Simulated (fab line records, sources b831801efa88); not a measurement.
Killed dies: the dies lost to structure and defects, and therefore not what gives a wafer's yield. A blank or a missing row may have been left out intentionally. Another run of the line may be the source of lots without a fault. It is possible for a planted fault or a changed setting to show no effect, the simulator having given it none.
2 desks, one fault    flow sky130    every desk sees just its own numbers, and what lay behind them comes last

== DESK OF THE TOOL OWNER: rie_diel-03 ==
The tool's own readings at SKY_FIELD_ISO_ETCH_14 (etches BARC in N2/H2, stops on SiO2, time 45.9 s, target depth 60 nm): means of the sampled wafers that have a number, for each lot that ran on this tool. Marked OUT: a lot whose mean sits more than 4 standard deviations from the usual mean, which makes it out of limits; the brackets give that distance.
Columns: A = drypump_motor_current_A at SKY_FIELD_ISO_ETCH_14, usual 5.8 A; B = oes_product_au at SKY_FIELD_ISO_ETCH_14, usual 0.855 a.u.; C = run_length_s at SKY_FIELD_ISO_ETCH_14, usual 74.1 s; D = throttle_valve_pct at SKY_FIELD_ISO_ETCH_14, usual 13.225 %
lot   first seen here  A    B                C               D
L337  day 2 05:20      5.8  0.850            74.2            13.226
L338  day 2 10:02      5.7  0.854            74.2            13.233
L340  day 2 19:29      5.7  0.855            74.2            13.233
L342  day 3 06:41      5.5  0.858            73.8            13.227
L345  day 4 12:56      5.7  1.000 (+29) OUT  49.9 (-52) OUT  13.244
L348  day 4 13:53      5.9  0.997 (+28) OUT  49.8 (-52) OUT  13.237
L360  day 7 04:29      5.4  0.858            74.0            13.226
This desk finds L345, L348 out of limits, L345 being first, at day 4 12:56 (oes_product_au at SKY_FIELD_ISO_ETCH_14). L337, L338, L340, L342, L360: within limits.

== FROM THE METROLOGY DESK ==
What the gauges read for every lot (on any tool): the sampled wafers with a number, averaged. Marked OUT: a lot whose mean sits more than 4 standard deviations from the usual mean, which makes it out of limits; the brackets give that distance.
Columns: A = cd_nm at SKY_FIELD_ISO_CD_MEAS_13, usual 150.4 nm; B = FIELD_ISO_OXIDATION_01_THK at SKY_FIELD_ISO_THK_MEAS_23, usual 9.98 nm; C = LDD_LDN_OVL at SKY_LDD_LDN_OVL_MEAS_07, usual 0.3 nm
lot   first seen here  A      B      C
L337  day 2 05:14      152.3  9.59   -0.3
L338  day 2 09:55      150.2  9.90   -0.7
L339  day 2 14:15      148.8  10.18  1.0
L340  day 2 19:22      151.1  9.83   0.2
L342  day 3 06:34      150.4  10.13  -0.7
L343  day 3 11:46      151.1  10.12  -0.8
L345  day 4 12:49      151.3  10.22  -
L346  day 4 13:43      151.4  9.83   -0.6
L348  day 4 13:46      150.6  9.82   -
L352  day 5 09:43      147.9  9.82   0.6
L354  day 5 21:34      151.7  10.12  0.9
L358  day 6 17:41      150.3  10.07  1.2
L359  day 6 22:16      149.8  10.06  0.8
L360  day 7 04:23      150.5  10.07  0.2
Result from this desk: across the 14 lots, nothing is out of limits.

== PUT TOGETHER ==
The tool owner's desk had the chance to raise an alarm at day 4 12:56 on L345, L348.
From the metrology desk's view, nothing was out of limits.
The metrology desk has L345, L348 on record, within its limits.
On rie_diel-03, each named lot ran SKY_FIELD_ISO_ETCH_14.

== WHAT THE SIMULATOR HAD PUT IN ==
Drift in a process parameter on rie_diel-03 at SKY_FIELD_ISO_ETCH_14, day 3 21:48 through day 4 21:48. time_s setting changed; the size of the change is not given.
Struck lots among those shown: L345, L348.
Delay in hours, fault start to first out-of-limits reading, by desk: the tool owner's desk at 15.
